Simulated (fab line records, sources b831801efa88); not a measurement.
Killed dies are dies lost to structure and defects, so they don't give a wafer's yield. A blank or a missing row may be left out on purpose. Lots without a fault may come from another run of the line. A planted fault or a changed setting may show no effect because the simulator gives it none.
Chamber matching | flow gf180mcu | GF_CONTACT_CMP_04 on cmp-01: 4 sister chambers
The step polishes SiO2. 14 wafers are shown with their chamber, then 7 later ones without.

WAFERS WITH THEIR CHAMBER
wafer  | chamber | motor_current_A (A) | head_pressure_psi (psi) | time_to_endpoint_s (s)
L421.2 | 3       | 12.6                | 3.979                   | 113
L421.3 | 1       | 12.2                | 4.005                   | 107
L421.5 | 3       | 12.7                | 3.992                   | 117
L425.1 | 3       | 11.6                | 4.013                   | 110
L425.4 | 2       | 11.0                | 4.008                   | 121
L425.5 | 1       | 12.1                | 4.001                   | 117
L429.3 | 1       | 11.9                | 3.997                   | 103
L429.5 | 2       | 11.2                | 4.001                   | 112
L429.6 | 3       | 11.7                | 3.996                   | 109
L432.2 | 0       | 13.7                | 4.012                   | 108
L432.4 | 2       | 10.4                | 3.993                   | 118
L432.5 | 1       | 11.4                | 3.979                   | 109
L434.2 | 3       | 12.4                | 4.004                   | 102
L434.5 | 2       | 10.8                | 3.995                   | 114

SIGNATURES (means of the wafers above)
reading            | chamber 0 | chamber 1 | chamber 2 | chamber 3 | scatter within a chamber
motor_current_A    | 13.700    | 11.900    | 10.850    | 12.200    | 0.423
head_pressure_psi  | 4.01200   | 3.99550   | 3.99925   | 3.99680   | 0.0109
time_to_endpoint_s | 108.00    | 109.00    | 116.25    | 110.20    | 5.25
Rule: a wafer's distance from a chamber is the root of the sum, over the readings, of the square of ((its reading less the chamber's mean) divided by the reading's scatter). The wafer belongs to the nearest chamber; if the next one is less than 2 further off, it can't be placed. The scatter: the root of (the sum of the squares of (reading less its chamber's mean) over the shown wafers, divided by (wafers less chambers)).

WAFERS WITHOUT THEIR CHAMBER
wafer  | motor_current_A (A) | head_pressure_psi (psi) | time_to_endpoint_s (s)
L434.6 | 11.6                | 3.982                   | 107
L435.1 | 11.7                | 4.005                   | 106
L435.3 | 12.0                | 4.007                   | 112
L435.4 | 14.0                | 4.004                   | 115
L436.1 | 10.8                | 3.993                   | 112
L436.3 | 13.6                | 3.994                   | 105
L436.4 | 12.5                | 3.992                   | 115

WHICH CHAMBER EACH WENT THROUGH
wafer  | from the rows above          | in truth
L434.6 | can't be placed: 1 or 3 or 2 | 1
L435.1 | can't be placed: 1 or 3 or 2 | 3
L435.3 | can't be placed: 3 or 1 or 2 | 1
L435.4 | 0                            | 0
L436.1 | can't be placed: 2 or 1      | 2
L436.3 | can't be placed: 0 or 3      | 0
L436.4 | can't be placed: 3 or 1      | 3
Placed correctly: 1 of 7. Can't be placed from these rows: 6 (the true chamber is among the candidates in 6). Placed wrongly: 0.
